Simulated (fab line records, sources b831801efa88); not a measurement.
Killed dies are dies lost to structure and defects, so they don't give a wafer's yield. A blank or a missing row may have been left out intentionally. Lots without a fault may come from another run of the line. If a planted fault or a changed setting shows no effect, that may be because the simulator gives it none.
The same fault as seen by 2 desks | flow sky130 | each desk holds nothing but its own numbers, with what lay behind them at the end

## METROLOGY DESK
Lot by lot, what the gauges showed, no matter which tool ran the lot: averages of those sampled wafers that carry a number. The brackets show how far a lot's mean lies from the usual mean; more than 4 standard deviations puts the lot out of limits, marked OUT.
Columns: A = CONTACT_HDPCVD_THK at SKY_CONTACT_THK_MEAS_03, usual 564 nm; B = CONTACT_OVL at SKY_CONTACT_OVL_MEAS_15, usual 0 nm
lot  | first seen here | A   | B
L603 | day 30 18:35    | 563 | -5
L604 | day 31 02:36    | 565 | -5
L605 | day 31 11:13    | 563 | -0
L606 | day 32 00:19    | 560 | 7
L608 | day 32 08:04    | 567 | 2
L612 | day 33 10:04    | 566 | 3
L617 | day 35 06:58    | 566 | 6
L619 | day 35 21:34    | 564 | -3
L621 | day 36 17:40    | 559 | 5
L623 | day 36 18:28    | 567 | 4
L625 | day 37 08:54    | 562 | 4
This desk's verdict: no lot among the 11 shows anything out of limits.

## DESK OF THE TOOL OWNER: rie_metal-03
The tool's own readings at SKY_LOCAL_INTERCONNECT_ETCH_13 (etches BARC in N2/H2, stops on SiO2, time 45.9 s, target depth 60 nm): means of the sampled wafers that have a number, for each lot that ran on this tool. The brackets show how far a lot's mean lies from the usual mean; more than 4 standard deviations puts the lot out of limits, marked OUT.
Columns: A = chamber_pressure_mTorr at SKY_LOCAL_INTERCONNECT_ETCH_13, usual 29.998 mTorr; B = drypump_motor_current_A at SKY_LOCAL_INTERCONNECT_ETCH_13, usual 5.9 A; C = oes_product_au at SKY_LOCAL_INTERCONNECT_ETCH_13, usual 0.855 a.u.; D = throttle_valve_pct at SKY_LOCAL_INTERCONNECT_ETCH_13, usual 13.223 %
lot  | first seen here | A      | B   | C     | D
L603 | day 30 17:43    | 30.000 | 5.8 | 0.857 | 13.221
L604 | day 31 01:19    | 30.040 | 5.8 | 0.853 | 13.226
L605 | day 31 10:19    | 29.994 | 5.8 | 0.851 | 13.227
L606 | day 31 23:25    | 30.003 | 5.7 | 0.855 | 13.223
L612 | day 33 09:04    | 30.002 | 5.5 | 0.854 | 13.226
L617 | day 35 05:58    | 29.996 | 5.6 | 0.853 | 13.224
L619 | day 35 20:40    | 29.971 | 5.6 | 0.856 | 13.230
L621 | day 36 16:46    | 30.002 | 5.7 | 0.854 | 13.215
This desk's verdict: no lot among the 8 shows anything out of limits.

## BROUGHT TOGETHER
The metrology desk saw nothing out of limits.
The desk of the tool owner found nothing out of limits.

## WHAT THE SIMULATOR HAD PUT IN
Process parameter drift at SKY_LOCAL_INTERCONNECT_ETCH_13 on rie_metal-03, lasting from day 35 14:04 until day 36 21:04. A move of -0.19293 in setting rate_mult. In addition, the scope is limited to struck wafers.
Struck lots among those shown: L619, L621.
